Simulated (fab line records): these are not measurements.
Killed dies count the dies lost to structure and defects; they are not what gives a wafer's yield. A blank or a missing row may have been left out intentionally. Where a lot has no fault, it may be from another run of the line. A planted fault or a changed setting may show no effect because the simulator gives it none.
Problem report in the 8D (eight disciplines) form, filled by code ; flow gf180mcu ; the parts of the form that need people (team, actions taken, sign-off) are left out

== 1. THE PROBLEM ==
At GF_CONTACT_CMP_27, timeToEndpointS averages 37.2 s over 4 wafers from 3 lots, while fault-free wafers read 71.2 s, standard deviation 2.6. Relative to the usual mean, that is a shift of -13 standard deviations.
The step: polishes, stops on SiO2, t overpolish 15 s, target thk 0 nm.
The first sign was on wafer L989.2 at day 20 01:19, on cmp-01. At this step, 42 wafers from 15 lots have a number in the record. Rule for "out" (also "out of limits"): further than 4 standard deviations from the usual mean. The other wafers with a number count as sound.

== 2. WHAT IT IS, WHAT IT ISN'T ==
question;is;is not
which readings at this step;timeToEndpointS;motorCurrentA, overpolishRunS, retainingRingPressureFrac
which lots;L989, L990, L991;L100, L101, L102, L979, L980, L981, L982, L983, L992, L993, L994, L995
which wafers of those lots;L989.2, L990.5, L991.2, L991.5;L989.3, L990.3
read on which tools;cmp-01;cmp-02
when;from day 20 01:19;"up to then (16 sound wafers); but 22 sound wafers of L100, L101, L102, L990, L992, L993, L994, L995 came after"

== 3. WHAT RULES OUT EACH SUSPECT ==
Counting: any tool at a process step up to the reading remains a suspect provided it ran every lot that is out. Sound lots after the first of them don't rule it out here, since some wafers of a struck lot are sound.
- cmp-01 at GF_CONTACT_CMP_27 (polishes, stops on SiO2, t overpolish 15 s, target thk 0 nm): kept. It processed each lot that is out (first: L989, day 20 01:19); up to then, its last sound lot is L983 (day 17 14:58). Out on those wafers are its own readings of timeToEndpointS.
Remaining after the count: cmp-01 at GF_CONTACT_CMP_27.

== 4. THE CAUSE (what the simulator had put in) ==
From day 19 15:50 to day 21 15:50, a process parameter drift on cmp-01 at GF_CONTACT_CMP_27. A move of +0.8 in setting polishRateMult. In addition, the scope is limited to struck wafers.
The count eliminated every tool but this one.

== 5. THE EFFECT CHAIN, in route order ==
One row per reading whose mean, taken over the struck wafers that have a number, lies over 3 standard deviations from the usual. Only readings whose record carries a usual standard deviation are examined. hours: median over the lots of the time between each lot's start at the first step of this table that gives one and its start at this step. sigmas: the change, counted in usual standard deviations.
hours;step;reading;usual;on struck wafers;change;sigmas
0;GF_CONTACT_CMP_27;timeToEndpointS;71.2 s;37.2;-34.0;-13
The process steps in it:
- GF_CONTACT_CMP_27: polishes, stops on SiO2, t overpolish 15 s, target thk 0 nm.

== 6. HOW IT WOULD HAVE BEEN CAUGHT EARLIER ==
First out-of-limits reading in this record: day 20 01:19, which is 9 hours after fault onset at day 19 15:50.
